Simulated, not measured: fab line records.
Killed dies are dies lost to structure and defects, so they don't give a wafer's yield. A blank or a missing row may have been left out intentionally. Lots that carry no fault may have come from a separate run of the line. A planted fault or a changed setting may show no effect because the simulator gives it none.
What tool caused it?	flow gf180mcu	6 lots, 18 wafers sampled, at 3 steps of a route of 602

== WHAT EACH GAUGE READ, for each wafer ==
GF_M1_RS_MEAS_05: a four-point-probe measurement.
lot	measured	on	M1_ALCU_RS (ohm/sq)
L576	day 16 21:50	film_metro-04	0.0706 0.0696 0.0697
L580	day 18 06:53	film_metro-03	0.0689 0.0704 0.0696
L583	day 19 15:51	film_metro-03	0.0699 0.0687 0.0689
L586	day 20 16:43	film_metro-01	0.0698 0.0696 0.0690
L592	day 22 23:34	film_metro-04	0.0680 0.0688 0.0684
L595	day 23 15:33	film_metro-04	0.0694 0.0698 0.0700

== TOOL THAT RAN EACH LOT (tool first, then ch and the chambers of the sampled wafers, then the start) ==
lot	GF_CONTACT_ETCH_16	GF_M1_SPUTTER_04
L576	rie_diel-03 ch 1,2,3, day 16 20:26	pvd_sputter-02, day 16 21:45
L580	rie_diel-03 ch 0,2,3, day 18 05:29	pvd_sputter-04, day 18 06:49
L583	rie_diel-02 ch 0,1, day 19 14:29	pvd_sputter-02, day 19 15:49
L586	rie_diel-03 ch 0,1,2, day 20 15:17	pvd_sputter-04, day 20 16:37
L592	rie_diel-01 ch 1,2,3, day 22 22:10	pvd_sputter-02, day 22 23:31
L595	rie_diel-02 ch 1,3, day 23 14:11	pvd_sputter-03, day 23 15:31
- GF_CONTACT_ETCH_16: etches BARC in N2/H2.
- GF_M1_SPUTTER_04: material TiN, target thk 50 nm, time 41.7 s.

== THE ANSWER, worked out from the rows above alone ==
Rule: the lots themselves supply what counts as usual. The widest of any qualifying gaps counts: lots, ordered by their means at a reading, are off when they make up no more than a third of the lots, leave a main group of 4 or more, and stand apart from it by 3 or more times the standard deviation of that group's means. If all means in a main group match to the digits the tables above print for the reading, that group is not used. Also off: a lot with no number at a reading for which 4 or more lots have one. Where the step has rows for the other lots, those lots are counted as sound.
Nothing can be told from this: no lot is off at any reading shown.

== WHAT THE SIMULATOR PUT IN ==
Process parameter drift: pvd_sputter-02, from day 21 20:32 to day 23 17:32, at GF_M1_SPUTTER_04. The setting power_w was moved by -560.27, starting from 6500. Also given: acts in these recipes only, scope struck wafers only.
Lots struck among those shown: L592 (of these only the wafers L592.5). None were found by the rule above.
